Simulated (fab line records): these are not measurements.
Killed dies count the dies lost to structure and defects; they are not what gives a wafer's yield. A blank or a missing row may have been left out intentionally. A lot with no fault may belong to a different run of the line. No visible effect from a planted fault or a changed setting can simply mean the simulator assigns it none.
fab line records    flow sky130
[record] lots = 13  wafers = 39  last-day = 50
route steps=708 shown SONOS_ONO@186 VIA4@642 METAL5@675 PASSIVATION@693 PAD_OPEN@708
lots that met no fault: from a run of the same line without faults
start-h: hours from the record's opening day to when the first of the lot's shown wafers began    wait-h: hours from the lot's prior step to this one    " unchanged from the row above    L1.1+2: a row that stands for several wafers    - no value present, or no start provided    * or withheld: withheld    < > ~ a bound
route shown NAME@n: NAME is a module with steps in the file, n the number in the route of the first one    usual: average and standard deviation across the fault-free wafers    same: alike in all rows    chamber/n: place in a boat    sites: readings site by site    _std_site: standard deviation of those values    _edge_site: the outer-site mean with the inner-site mean subtracted    radius-mm: how far each site lies from the wafer's centre    mask NAME#n: copy n    behind: tool/chamber where the wafer was last shaped    hold: why the lot was held/for how many hours/how that ended    device: the n, p or np transistor that did not switch    end of line: tests run on the same wafers once the route is complete    for a step that has no rows: nothing shown but its recipe    killed: at the first sort, the dies lost to defects and structure; wafer yield is something else    map: shows each die of a wafer: x if killed, . if not, _ if none is there
set.NAME: the setting as run; set.NAME@STEP: as run at that earlier step    model.NAME: the simulator's own value behind a step, which no gauge read
the route's steps for a sample of lots (tables are steps, rows are wafers)
services: the hour from which a tool's chamber was out of use, counted from the record's first day as start-h (under 0 if before that day), plus the number of hours and why
[[steps]]
[step SKY_SONOS_ONO_WET_ETCH_18]
[recipe] chemistry = H3PO4  target-depth-nm = 15  target = Si3N4  temp-c = 160  time-s = 172
lot.wafer   tool          chamber  start-h  wait-h
L387.1+2+4  wet-bench-04  3        280.22   0.1
L388.2+3+4  wet-bench-01  3        283.31   0.1
L389.1+2+6  wet-bench-01  0        297.17   0.1
L391.1+5+6  wet-bench-03  3        330.57   0.1
L392.3+5+6  wet-bench-01  3        339.20   0.0
L394.2+4+6  wet-bench-01  0        344.36   0.1
L393.4+5+6  wet-bench-03  2        347.52   0.0
L395.4+5+6  wet-bench-01  3        367.27   0.0
L398.3+4+6  wet-bench-01  2        374.12   0.0
L401.1+2+4  wet-bench-01  1        408.41   0.1
L407.1+5+6  wet-bench-04  2        447.32   0.1
L408.1+3+6  wet-bench-04  2        459.05   0.1
L410.2+5+6  wet-bench-04  1        469.97   0.1
[step SKY_VIA4_BOW_MEAS_03]
[recipe] mode = bow
[usual] VIA4_BOW = 79/8
lot.wafer  tool           chamber  start-h  wait-h  VIA4_BOW[um]
L387.1     film-metro-03  -        981.36   0.1     82
L387.2     "              -        "        "       80
L387.4     "              -        "        "       68
L388.2     film-metro-01  -        986.67   0.3     82
L388.3     "              -        "        "       94
L388.4     "              -        "        "       80
L389.1     film-metro-03  -        996.85   0.2     76
L389.2     "              -        "        "       68
L389.6     "              -        "        "       72
L391.1     film-metro-01  -        1026.59  0.2     86
L391.5     "              -        "        "       82
L391.6     "              -        "        "       86
L392.3     film-metro-01  -        1033.38  0.1     70
L392.5     "              -        "        "       88
L392.6     "              -        "        "       82
L394.2     film-metro-02  -        1038.55  0.2     73
L394.4     "              -        "        "       84
L394.6     "              -        "        "       73
L393.4     film-metro-03  -        1041.99  0.3     81
L393.5     "              -        "        "       87
L393.6     "              -        "        "       80
L395.4     film-metro-01  -        1056.42  0.3     78
L395.5     "              -        "        "       78
L395.6     "              -        "        "       83
L398.3     film-metro-02  -        1061.12  0.2     68
L398.4     "              -        "        "       63
L398.6     "              -        "        "       70
L401.1     film-metro-02  -        1086.07  0.2     92
L401.2     "              -        "        "       81
L401.4     "              -        "        "       77
L407.1     film-metro-02  -        1111.93  0.1     74
L407.5     "              -        "        "       64
L407.6     "              -        "        "       87
L408.1     film-metro-03  -        1123.32  0.1     81
L408.3     "              -        "        "       89
L408.6     "              -        "        "       76
L410.2     film-metro-01  -        1124.69  0.3     66
L410.5     "              -        "        "       89
L410.6     "              -        "        "       79
[step SKY_METAL5_DESCUM_14]
[recipe] chemistry = O2  source-power-w = 150  bias-power-w = 0  pressure-mtorr = 10  temp-c = 40  time-s = 11
[usual] drypump-motor-current-A = 5.3/0.48  oes-product-au = 1.000/0.0081
lot.wafer  tool          chamber  start-h  wait-h  drypump-motor-current-A  oes-product-au  rf-hours-counter-h
L387.1     rie-metal-03  1        1028.09  0.1     5.2                      0.983           11
L387.2     "             0        "        "       6.1                      0.998           8
L387.4     "             1        "        "       5.2                      1.001           -
L388.2     rie-metal-01  0        1032.54  0.1     5.0                      0.997           6
L388.3     "             1        "        "       4.7                      0.999           -
L388.4     "             0        "        "       5.0                      0.988           -
L389.1     rie-metal-01  1        1043.29  0.1     4.7                      1.009           20
L389.2     "             0        "        "       5.0                      0.997           7
L389.6     "             1        "        "       4.7                      1.007           -
L391.1     rie-metal-03  1        1072.10  0.1     5.2                      0.995           14
L391.5     "             0        "        "       6.1                      1.001           -
L391.6     "             1        "        "       5.2                      0.997           -
L392.3     rie-metal-03  0        1077.85  0.1     6.0                      1.000           -
L392.5     "             0        "        "       6.0                      0.997           -
L392.6     "             1        "        "       5.1                      0.987           -
L394.2     rie-metal-04  1        1082.50  0.1     5.0                      1.012           7
L394.4     "             1        "        "       5.1                      1.010           -
L394.6     "             1        "        "       5.1                      1.007           -
L393.4     rie-metal-04  0        1085.06  0.1     5.7                      1.002           -
L393.5     "             1        "        "       5.0                      1.006           -
L393.6     "             0        "        "       5.7                      1.001           -
L395.4     rie-metal-04  0        1099.55  0.1     5.7                      1.005           -
L395.5     "             0        "        "       5.7                      0.997           -
L395.6     "             1        "        "       5.0                      1.011           -
L398.3     rie-metal-04  0        1103.15  0.1     5.7                      1.003           -
L398.4     "             1        "        "       5.1                      1.012           -
L398.6     "             0        "        "       5.7                      0.998           -
L401.1     rie-metal-03  1        1128.04  0.1     5.2                      0.987           19
L401.2     "             0        "        "       6.1                      0.999           15
L401.4     "             1        "        "       5.2                      0.999           -
L407.1     rie-metal-03  1        1152.09  0.1     5.2                      1.003           22
L407.5     "             0        "        "       6.0                      0.999           -
L407.6     "             1        "        "       5.1                      0.994           -
L408.1     rie-metal-04  1        1162.69  0.1     5.0                      1.009           14
L408.3     "             0        "        "       5.7                      0.997           -
L408.6     "             0        "        "       5.8                      1.012           -
L410.2     rie-metal-03  1        1163.69  0.1     5.2                      0.987           23
L410.5     "             0        "        "       6.1                      0.999           -
L410.6     "             1        "        "       5.1                      0.987           -
[step SKY_PASSIVATION_STRIP_12]
[recipe] chemistry = O2/N2  power-w = 1400  pressure-mtorr = 1500  platen-temp-c = withheld  overash-fraction = 0.7  o2-flow-sccm = 3000  n2-flow-sccm = 300
[usual] drypump-motor-current-A = 5.78/0.2  oes-product-au = 0.660/0.0044  strip-time-to-endpoint-s = 31.49/0.12
[same] overash-fraction = 0.7
lot.wafer  tool             chamber  start-h  wait-h  drypump-motor-current-A  oes-product-au  rf-hours-counter-h  strip-time-to-endpoint-s
L387.1     plasma-asher-01  1        1051.64  0.1     5.76                     0.658           30                  31.47
L387.2     "                0        "        "       5.84                     0.658           30                  31.40
L387.4     "                1        "        "       5.76                     0.657           -                   31.42
L388.2     plasma-asher-01  0        1055.92  0.1     5.85                     0.666           31                  31.77
L388.3     "                1        "        "       5.78                     0.670           -                   31.63
L388.4     "                0        "        "       5.84                     0.657           -                   31.78
L389.1     plasma-asher-03  0        1066.22  0.1     6.06                     0.656           90                  31.40
L389.2     "                1        "        "       5.59                     0.659           90                  31.53
L389.6     "                0        "        "       6.07                     0.665           -                   31.42
L391.1     plasma-asher-03  0        1094.17  0.1     6.05                     0.657           93                  31.50
L391.5     "                1        "        "       5.58                     0.670           -                   31.44
L391.6     "                0        "        "       6.04                     0.663           -                   31.46
L392.3     plasma-asher-02  1        1099.87  0.1     5.90                     0.655           -                   31.54
L392.5     "                1        "        "       5.88                     0.658           -                   31.49
L392.6     "                0        "        "       5.54                     0.660           -                   31.53
L394.2     plasma-asher-03  1        1104.42  0.1     5.58                     0.669           94                  31.52
L394.4     "                0        "        "       6.05                     0.662           -                   31.55
L394.6     "                0        "        "       6.02                     0.656           -                   31.54
L393.4     plasma-asher-02  1        1106.55  0.1     5.91                     0.658           -                   31.50
L393.5     "                0        "        "       5.53                     0.661           -                   31.50
L393.6     "                1        "        "       5.88                     0.660           -                   31.59
L395.4     plasma-asher-03  0        1120.35  0.1     6.04                     0.653           -                   31.45
L395.5     "                1        "        "       5.55                     0.661           -                   31.60
L395.6     "                0        "        "       6.06                     0.659           -                   31.52
L398.3     plasma-asher-03  0        1126.48  0.1     6.04                     0.655           -                   31.56
L398.4     "                1        "        "       5.56                     0.663           -                   31.38
L398.6     "                0        "        "       6.02                     0.665           -                   31.49
L401.1     plasma-asher-02  0        1147.57  0.1     5.54                     0.663           7                   31.45
L401.2     "                1        "        "       5.90                     0.659           7                   31.46
L401.4     "                1        "        "       5.90                     0.669           -                   31.26
L407.1     plasma-asher-01  1        1171.54  0.1     5.78                     0.658           42                  31.28
L407.5     "                0        "        "       5.82                     0.653           -                   31.39
L407.6     "                1        "        "       5.77                     0.660           -                   31.34
L408.1     plasma-asher-03  0        1180.87  0.1     6.04                     0.662           101                 31.62
L408.3     "                0        "        "       6.06                     0.659           -                   31.46
L408.6     "                0        "        "       6.03                     0.660           -                   31.63
L410.2     plasma-asher-03  0        1181.44  0.1     6.06                     0.653           102                 31.68
L410.5     "                0        "        "       6.05                     0.655           -                   31.51
L410.6     "                1        "        "       5.59                     0.663           -                   31.46
[step SKY_PAD_OPEN_PROBE_99]
[usual] killed_at_M0_to_M3 = 43/6.9  killed_at_M4_up = 3.0/1.8  killed-at-contacts = 24/4.8  killed-at-front-end = 15/4.5  killed-at-other = 0.4/0.67  killed-dies = 86/9.2  killed-open = 46/6.9  killed-short = 39/6
[same] gross-dies = 492  killed-at-back-side = 0
lot.wafer  tool       chamber  start-h  wait-h  killed_at_M0_to_M3  killed_at_M4_up  killed-at-contacts  killed-at-front-end  killed-at-other  killed-dies  killed-open  killed-short
L398.3     prober-01  -        1147.57  0.2     26                  3                21                  64                   0                114          38           26
L398.4     prober-01  -        1147.62  0.2     39                  2                21                  47                   0                109          45           25
L398.6     prober-01  -        1147.72  0.2     32                  2                17                  65                   0                116          40           27
L401.1     prober-01  -        1167.52  0.1     33                  2                22                  57                   1                115          44           28
L401.2     prober-01  -        1167.57  0.1     39                  4                29                  55                   1                128          35           45
L401.4     prober-01  -        1167.67  0.2     46                  2                20                  55                   1                124          50           31
// killed by level:class
L398.3 SONOS_ONO:unspecified=49 CONTACT:geometric-particle:open=11 VIA3:geometric-particle:open=7 VIA1:geometric-particle:open=6 FIELD_ISO:geometric-particle:short=5 LI_CONTACT:geometric-particle:open=5 VIA3:geometric-particle:short=3 VIA1:geometric-particle:short=3
L398.4 SONOS_ONO:unspecified=39 LI_CONTACT:geometric-particle:open=12 CONTACT:geometric-particle:open=7 VIA1:geometric-particle:open=7 VIA2:geometric-particle:open=6 VIA2:geometric-particle:short=5 FIELD_ISO:geometric-particle:open=4 VIA3:geometric-particle:open=4
L398.6 SONOS_ONO:unspecified=48 VIA1:geometric-particle:open=8 VIA1:geometric-particle:short=8 VIA3:geometric-particle:open=8 CONTACT:geometric-particle:open=7 FIELD_ISO:geometric-particle:open=4 POLY_GATE:geometric-particle:open=4 LOCAL_INTERCONNECT:geometric-particle:short=4
L401.1 SONOS_ONO:unspecified=43 CONTACT:geometric-particle:open=9 VIA1:geometric-particle:open=7 VIA3:geometric-particle:open=6 METAL2:geometric-particle:short=5 POLY_GATE:geometric-particle:short=4 POLY_GATE:geometric-particle:open=4 FIELD_ISO:geometric-particle:open=3
L401.2 SONOS_ONO:unspecified=48 VIA1:geometric-particle:open=11 CONTACT:geometric-particle:open=9 CONTACT:geometric-particle:short=7 LI_CONTACT:geometric-particle:open=6 METAL1:geometric-particle:short=6 VIA1:geometric-particle:short=5 VIA2:geometric-particle:open=4
L401.4 SONOS_ONO:unspecified=43 VIA1:geometric-particle:open=19 CONTACT:geometric-particle:open=7 VIA2:geometric-particle:short=5 LI_CONTACT:geometric-particle:open=5 VIA2:geometric-particle:open=5 CONTACT:geometric-particle:short=4 VIA3:geometric-particle:open=4
[[services]]
tool             chamber  start-h  hours  kind
rie-metal-03     0        271.85   16.9   repair
plasma-asher-03  -        274.20   2.4    repair
rie-metal-04     -        316.89   0.2    repair
rie-metal-04     -        388.59   2.8    pm
rie-metal-04     -        407.80   28.1   pm
rie-metal-04     -        437.68   82.0   repair
rie-metal-04     0        451.84   3.2    repair
rie-metal-04     1        453.46   3.8    repair
rie-metal-03     1        532.85   3.9    repair
rie-metal-03     0        542.57   2.0    repair
plasma-asher-03  -        561.19   14.6   pm
rie-metal-03     0        570.65   6.3    repair
rie-metal-03     -        728.78   2.8    pm
wet-bench-04     -        745.61   3.4    repair
rie-metal-03     -        758.54   44.9   repair
plasma-asher-03  -        799.71   1.4    repair
rie-metal-04     0        821.17   6.3    repair
plasma-asher-03  -        845.24   0.6    repair
rie-metal-04     -        887.94   1.4    pm
plasma-asher-03  -        955.74   1.0    repair
plasma-asher-03  -        958.38   2.8    pm
rie-metal-04     0        978.12   3.9    repair
rie-metal-04     1        1013.16  6.1    repair
plasma-asher-03  -        1040.01  7.5    repair
[[key]]
[first-sign] step = SKY_PAD_OPEN_PROBE_99  reading = killed-at-front-end  direction = up  sigmas = 9.5  usual = 15  struck = 57
[effect] step = SKY_PAD_OPEN_PROBE_99  reading = killed-dies  direction = up  sigmas = 3.5  usual = 86  struck = 118
met-at SKY_SONOS_ONO_WET_ETCH_18
struck-lots L398,L401
tester-left-out L398,L401
not-acting-at SKY_VIA4_BOW_MEAS_03,SKY_METAL5_DESCUM_14,SKY_PASSIVATION_STRIP_12
onset-between 367.27 374.12
[fault] kind = chamber-particle-source  tool = wet-bench-01  chamber = -  onset-h = 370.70  steps = SKY_SONOS_ONO_WET_ETCH_18  rate-per-visit-cm2 = 0.58618  end-h = 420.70
// tester-left-out: of these lots the tester's yield and bins aren't shown, on N5 and GAA mostly nor the transistor test; their killed dies are dies lost to structure and defects alone, not to doping, threshold or leakage, so they don't give the yield
